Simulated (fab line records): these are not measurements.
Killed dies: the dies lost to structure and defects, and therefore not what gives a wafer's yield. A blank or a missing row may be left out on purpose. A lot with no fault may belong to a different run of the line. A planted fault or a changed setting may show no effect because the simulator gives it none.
The tool behind it: which one?    flow sky130    13 lots with 39 wafers sampled at 2 steps, on a route of 708 steps

== WHAT EACH GAUGE READ, for each wafer ==
SKY_FIELD_ISO_THK_MEAS_25.
lot   measured     on            FIELD_ISO_CVD_24_THK (nm)
L661  day 2 10:32  filmMetro-03  605 603 602
L663  day 2 19:46  filmMetro-01  590 588 594
L662  day 2 20:07  filmMetro-01  599 593 600
L666  day 3 11:02  filmMetro-01  591 592 590
L667  day 3 12:22  filmMetro-01  592 597 595
L671  day 4 10:40  filmMetro-03  597 586 589
L673  day 4 21:10  filmMetro-03  588 583 579
L675  day 5 06:58  filmMetro-03  596 587 588
L677  day 5 17:52  filmMetro-03  590 593 594
L678  day 6 00:01  filmMetro-04  591 588 595
L679  day 6 04:24  filmMetro-03  588 592 586
L682  day 6 22:56  filmMetro-01  594 590 596
L684  day 7 05:32  filmMetro-03  590 596 596

== TOOL THAT RAN EACH LOT (tool first, then ch and the chambers of the sampled wafers, then the start) ==
lot   SKY_FIELD_ISO_CVD_24
L661  hdpcvd-01 ch 0,1, day 2 10:27
L663  hdpcvd-01 ch 1,2, day 2 19:41
L662  hdpcvd-02 ch 1,2, day 2 20:02
L666  hdpcvd-02 ch 0,1,2, day 3 10:58
L667  hdpcvd-02 ch 1,2, day 3 12:17
L671  hdpcvd-02 ch 1,2, day 4 10:35
L673  hdpcvd-01 ch 0,1,2, day 4 21:06
L675  hdpcvd-01 ch 0,1,2, day 5 06:53
L677  hdpcvd-01 ch 0,1,2, day 5 17:46
L678  hdpcvd-01 ch 0,1, day 5 23:56
L679  hdpcvd-01 ch 0,1, day 6 04:19
L682  hdpcvd-01 ch 0,2, day 6 22:51
L684  hdpcvd-01 ch 0,1, day 7 05:28
- SKY_FIELD_ISO_CVD_24: deposits SiO2, target thk 595 nm, time 99.2 s.

== AS READ BY THE TOOLS THEMSELVES (means over the sampled wafers that have a number; for cases with no such wafer, the mark the record gives instead) ==
SKY_FIELD_ISO_CVD_24.
lot   tool       pressureMtorr (mTorr)
L661  hdpcvd-01  5.986
L663  hdpcvd-01  6.004
L662  hdpcvd-02  6.003
L666  hdpcvd-02  6.002
L667  hdpcvd-02  4.795
L671  hdpcvd-02  4.787
L673  hdpcvd-01  6.004
L675  hdpcvd-01  5.997
L677  hdpcvd-01  6.005
L678  hdpcvd-01  6.010
L679  hdpcvd-01  6.000
L682  hdpcvd-01  6.000
L684  hdpcvd-01  5.986

== THE ANSWER, worked out from the rows above alone ==
Rule: the usual values come from the lots themselves. The widest of any qualifying gaps counts: lots, ordered by their means at a reading, are off when they make up no more than a third of the lots, leave a main group of 4 or more, and stand apart from it by 3 or more times the standard deviation of that group's means. A main group whose means are all the same, to the digits that the tables above print for the reading, isn't used. Also off: a lot with no number at a reading for which 4 or more lots have one. The other lots that the step has rows for count as sound. The gauges are gone through in route order, then the tools' own readings, and for those a lot's mean is taken as printed above. At the first step where some lot is off, the reading lying furthest off is the one used; lots without a number count as furthest.
Off, at SKY_FIELD_ISO_CVD_24 on pressureMtorr: L667, L671. Mean 6.000 mTorr and standard deviation 0.0072 in the main group.
A tool fits if, at that step or a process step before it, it ran every lot that is off, and no sound lot after the first of them. One candidate fits, namely hdpcvd-02 at SKY_FIELD_ISO_CVD_24. Its last sound lot is L666 (day 3 10:58), its first lot that is off L667 (day 3 12:17): a fault that began between those two fits.
On the lots that are off, the tool's own readings at SKY_FIELD_ISO_CVD_24 differ by more than 5 times the standard deviation of the sound lots' means, which bears it out; pressureMtorr reads 4.791 mTorr there versus 6.000 mTorr on the sound lots.

== WHAT THE SIMULATOR HAD PUT IN ==
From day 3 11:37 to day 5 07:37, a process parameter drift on hdpcvd-02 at SKY_FIELD_ISO_CVD_24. From 6, the setting pressureMtorr moved by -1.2. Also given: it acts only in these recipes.
Shown lots that were struck: L667, L671. The rule above reached the same finding.
